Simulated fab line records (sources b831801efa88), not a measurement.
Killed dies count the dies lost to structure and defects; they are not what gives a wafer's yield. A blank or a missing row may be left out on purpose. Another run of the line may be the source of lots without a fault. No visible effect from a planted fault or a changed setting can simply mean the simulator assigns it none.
fab line records | flow sfqLine | part 2 of 2: steps 28 to 39 of 39
record lots=5 wafers=15 lastDay=85
route steps=325 shown M4@152 I4@163 JJ@178
lots that met no fault: from a run of the same line without faults
startH: the number of hours between the record's first day and the start of the first shown wafer of the lot | waitH: how many hours have passed since the lot's step before this one | " as in the row above | L1.1+2: a single row standing in for several wafers | - no value, or no start given | * or withheld: withheld | < > ~ a bound
route shown NAME@n: NAME is a module with steps in the file, n the number in the route of the first one | usual: mean and standard deviation over wafers with no fault | same: alike in all rows | chamber/n: place in a boat | sites: each site's reading | _std_site: the values' standard deviation | _edge_site: mean of outer sites minus mean of inner sites | radiusMm: how far each site lies from the wafer's centre | mask NAME#n: copy n | behind: tool/chamber where the wafer was last shaped | hold: the reason the lot was held/the length of the hold in hours/how it ended | device: which transistor (n, p or np) failed to switch | end of line: the tests these same wafers got at the end of their route | for a step that has no rows: nothing shown but its recipe | killed: count of dies lost to structure and defects at first sort (not the wafer's yield) | map: a wafer's dies, marking killed ones x, the rest . and places with no die _
set.NAME: the setting as run; set.NAME@STEP: as run at that earlier step | model.NAME: the simulator's own value behind a step, which no gauge read
lots at some steps of the route; a table a step, a row a wafer
services: a tool's chamber out of use, with start hour (startH, from the record's first day; less than 0 if before it), hours out, and reason
## steps
# step SFQ_TRILAYER_JJ_TRILAYER_DEP_SPUTTER_109
# recipe material=Nb basePressurePa=1.33e-06 chamberPressurePa=0.1333 substrateTempC=20 targetThkNm=150 powerW=2000 timeS=100
# usual throttleValvePct=29.5/1.3
# columns lot.wafer tool chamber startH waitH throttleValvePct
L085.2 pvdSputter-03 - 1263.69 0.0 30.2
L085.4 " - " " 27.4
L085.5 " - " " 27.5
L087.1 pvdSputter-03 - 1291.29 0.0 29.7
L087.4 " - " " 27.5
L087.5 " - " " 29.5
L090.1 pvdSputter-03 - 1300.89 0.0 27.4
L090.2 " - " " 31.5
L090.3 " - " " 30.1
L091.2 pvdSputter-03 - 1305.69 0.0 31.4
L091.5 " - " " 29.9
L091.6 " - " " 31.1
L092.1 pvdSputter-03 - 1310.90 0.0 31.2
L092.5 " - " " 31.2
L092.6 " - " " 27.5
# step SFQ_TRILAYER_JJ_TRILAYER_DEP_SPUTTER_110
# recipe material=Al basePressurePa=1.33e-06 targetThkNm=8 powerW=500 timeS=10.16 chamberPressurePa=0.4
# usual throttleValvePct=29.5/1.2
# columns lot.wafer tool chamber startH waitH throttleValvePct
L085.2 pvdSputter-03 - 1263.76 0.0 30.3
L085.4 " - " " 27.8
L085.5 " - " " 27.7
L087.1 pvdSputter-03 - 1291.36 0.0 29.9
L087.4 " - " " 27.5
L087.5 " - " " 30.0
L090.1 pvdSputter-03 - 1300.96 0.0 27.5
L090.2 " - " " 31.4
L090.3 " - " " 29.7
L091.2 pvdSputter-03 - 1305.76 0.0 31.2
L091.5 " - " " 30.0
L091.6 " - " " 31.3
L092.1 pvdSputter-03 - 1310.97 0.0 31.2
L092.5 " - " " 31.2
L092.6 " - " " 27.4
# step SFQ_TRILAYER_JJ_TRILAYER_DEP_AL_OXIDATION_111
# recipe pressureMbar=0.014667 oxidationTimeS=600 temperatureK=293
# columns lot.wafer tool chamber startH waitH
L085.2+4+5 pvdSputter-03 - 1263.78 0.0
L087.1+4+5 pvdSputter-03 - 1291.38 0.0
L090.1+2+3 pvdSputter-03 - 1300.98 0.0
L091.2+5+6 pvdSputter-03 - 1305.78 0.0
L092.1+5+6 pvdSputter-03 - 1310.99 0.0
# step SFQ_TRILAYER_JJ_TRILAYER_DEP_SPUTTER_112
# recipe material=Nb basePressurePa=1.33e-06 chamberPressurePa=0.1333 substrateTempC=20 targetThkNm=170 powerW=2000 timeS=113.3
# usual throttleValvePct=29.5/1.2
# columns lot.wafer tool chamber startH waitH throttleValvePct
L085.2 pvdSputter-03 - 1264.78 0.5 29.7
L085.4 " - " " 27.5
L085.5 " - " " 27.7
L087.1 pvdSputter-03 - 1292.38 0.5 29.8
L087.4 " - " " 27.5
L087.5 " - " " 29.9
L090.1 pvdSputter-03 - 1301.98 0.5 27.8
L090.2 " - " " 31.2
L090.3 " - " " 29.8
L091.2 pvdSputter-03 - 1306.78 0.5 31.7
L091.5 " - " " 29.7
L091.6 " - " " 31.5
L092.1 pvdSputter-03 - 1311.99 0.5 31.2
L092.5 " - " " 31.2
L092.6 " - " " 27.7
# step SFQ_JJ_RS_MEAS_929
# recipe thkMeasGauge=four-point-probe reads=Nb_of_TRILAYER_JJ_TRILAYER_DEP_SPUTTER_112
# usual JJ_NB_RS=1.045/0.0096
# columns lot.wafer tool chamber startH waitH JJ_NB_RS[ohm/sq]
L085.2 filmMetro-02 - 1264.88 0.1 1.053
L085.4 " - " " 1.051
L085.5 " - " " 1.050
L087.1 filmMetro-02 - 1292.46 0.0 1.033
L087.4 " - " " 1.041
L087.5 " - " " 1.041
L090.1 filmMetro-02 - 1302.06 0.0 1.042
L090.2 " - " " 1.049
L090.3 " - " " 1.048
L091.2 filmMetro-03 - 1306.88 0.1 1.032
L091.5 " - " " 1.050
L091.6 " - " " 1.032
L092.1 filmMetro-01 - 1312.07 0.0 1.042
L092.5 " - " " 1.039
L092.6 " - " " 1.047
# step SFQ_TRILAYER_JJ_CE_LITHO_COAT_119
# recipe resist=BARC spinRpm=3000 resistThkNm=62
# usual dispensePressureKPa=51.3/1.4
# columns lot.wafer tool chamber startH waitH dispensePressureKPa
L085.2 lithoTrack-02 0 1265.09 0.1 52.1
L085.4 " 0 " " 52.2
L085.5 " 0 " " 52.2
L087.1 lithoTrack-01 0 1292.64 0.1 48.3
L087.4 " 0 " " 48.2
L087.5 " 0 " " 48.2
L090.1 lithoTrack-02 0 1302.24 0.1 52.1
L090.2 " 0 " " 52.1
L090.3 " 0 " " 52.2
L091.2 lithoTrack-04 0 1307.09 0.1 51.6
L091.5 " 0 " " 51.6
L091.6 " 0 " " 51.6
L092.1 lithoTrack-02 0 1312.43 0.2 52.2
L092.5 " 0 " " 52.1
L092.6 " 0 " " 52.2
# step SFQ_TRILAYER_JJ_CE_LITHO_COAT_114
# recipe resist=KrF spinRpm=3000 resistThkNm=600
# usual dispensePressureKPa=51.3/1.4
# columns lot.wafer tool chamber startH waitH dispensePressureKPa
L085.2 lithoTrack-02 0 1265.39 0.2 52.2
L085.4 " 0 " " 52.2
L085.5 " 0 " " 52.1
L087.1 lithoTrack-01 0 1292.94 0.2 48.2
L087.4 " 0 " " 48.2
L087.5 " 0 " " 48.2
L090.1 lithoTrack-02 0 1302.54 0.2 52.2
L090.2 " 0 " " 52.2
L090.3 " 0 " " 52.1
L091.2 lithoTrack-04 0 1307.39 0.2 51.6
L091.5 " 0 " " 51.6
L091.6 " 0 " " 51.6
L092.1 lithoTrack-02 0 1312.73 0.2 52.2
L092.5 " 0 " " 52.2
L092.6 " 0 " " 52.1
# step SFQ_TRILAYER_JJ_CE_LITHO_SOFTBAKE_118
# recipe tempC=withheld timeS=withheld resist=KrF
# columns lot.wafer tool chamber startH waitH
L085.2+4+5 lithoTrack-02 0 1265.66 0.2
L087.1+4+5 lithoTrack-01 0 1293.24 0.2
L090.1+2+3 lithoTrack-02 0 1302.84 0.2
L091.2+5+6 lithoTrack-04 0 1307.66 0.2
L092.1+5+6 lithoTrack-02 0 1313.03 0.2
# step SFQ_TRILAYER_JJ_CE_LITHO_EXPOSE_115
# recipe maskId=J5 na=0.6 sourceShape=conventional sigmaOuter=0.65 targetCdNm=700 doseMj=14.4
# same na=0.6
# columns lot.wafer tool chamber startH waitH mask
L085.2+4+5 krfScanner-02 0 1373.04 - J5#0
L087.1+4+5 krfScanner-02 0 1408.84 - J5#0
L090.1+2+3 krfScanner-02 0 1420.84 - J5#0
L091.2+5+6 krfScanner-02 0 1427.04 - J5#0
L092.1+5+6 krfScanner-02 0 1436.44 - J5#0
# step SFQ_TRILAYER_JJ_CE_LITHO_PEB_117
# recipe pebTempC=115 pebTimeS=60 resist=KrF
# usual heaterPowerTotalW=79.16/0.063
# columns lot.wafer tool chamber startH waitH heaterPowerTotalW
L085.2 lithoTrack-01 0 1374.07 0.8 79.22
L085.4 " 0 " " 79.18
L085.5 " 0 " " 79.10
L087.1 lithoTrack-02 0 1410.04 1.0 79.16
L087.4 " 0 " " 79.15
L087.5 " 0 " " 79.19
L090.1 lithoTrack-01 0 1422.04 1.0 79.21
L090.2 " 0 " " 79.20
L090.3 " 0 " " 79.22
L091.2 lithoTrack-02 0 1428.07 0.8 79.25
L091.5 " 0 " " 79.12
L091.6 " 0 " " 79.09
L092.1 lithoTrack-01 0 1437.64 1.0 79.20
L092.5 " 0 " " 79.06
L092.6 " 0 " " 79.14
# step SFQ_TRILAYER_JJ_CE_LITHO_DEVELOP_116
# recipe timeS=60 resist=KrF
# columns lot.wafer tool chamber startH waitH
L085.2+4+5 lithoTrack-01 0 1374.22 0.1
L087.1+4+5 lithoTrack-02 0 1410.19 0.1
L090.1+2+3 lithoTrack-01 0 1422.19 0.1
L091.2+5+6 lithoTrack-02 0 1428.22 0.1
L092.1+5+6 lithoTrack-01 0 1437.79 0.1
# step SFQ_JJ_OVL_MEAS_931
# usual J5_OVL=-3/6.3
# columns lot.wafer tool chamber startH waitH J5_OVL[nm]
L085.2 overlay-02 - 1374.35 0.1 1
L085.4 " - " " 5
L085.5 " - " " -1
L087.1 overlay-01 - 1410.34 0.1 5
L087.4 " - " " 5
L087.5 " - " " 4
L090.1 overlay-02 - 1422.34 0.1 -3
L090.2 " - " " 1
L090.3 " - " " -3
L091.2 overlay-02 - 1428.35 0.1 -2
L091.5 " - " " 4
L091.6 " - " " 2
L092.1 overlay-01 - 1437.94 0.1 -3
L092.5 " - " " 1
L092.6 " - " " 2
## services
# columns tool chamber startH hours kind
krfScanner-02 - 974.22 1.0 pm
krfScanner-02 - 976.42 1.3 pm
rieDiel-04 1 1000.90 16.4 repair
rieMetal-01 1 1004.32 48.7 repair
krfScanner-02 - 1019.06 0.8 pm
pvdSputter-03 - 1040.86 0.9 repair
pvdSputter-03 - 1092.09 2.5 repair
rieMetal-01 - 1115.28 28.1 pm
krfScanner-02 - 1143.41 1.0 pm
rieDiel-04 1 1145.31 6.7 repair
krfScanner-02 - 1152.81 1.3 pm
rieMetal-01 0 1158.35 12.4 repair
rieMetal-01 - 1183.03 4.3 pm
krfScanner-02 - 1187.71 0.8 pm
krfScanner-02 - 1217.26 3.6 pm
rieDiel-04 2 1249.56 3.2 repair
krfScanner-02 - 1290.60 1.1 repair
krfScanner-02 - 1312.13 1.0 pm
krfScanner-02 - 1327.78 1.3 pm
krfScanner-02 - 1329.69 4.4 pm
krfScanner-02 - 1355.62 0.8 pm
pvdSputter-03 - 1357.49 2.2 repair
rieDiel-04 1 1369.69 26.4 repair
rieDiel-04 - 1377.93 28.1 pm
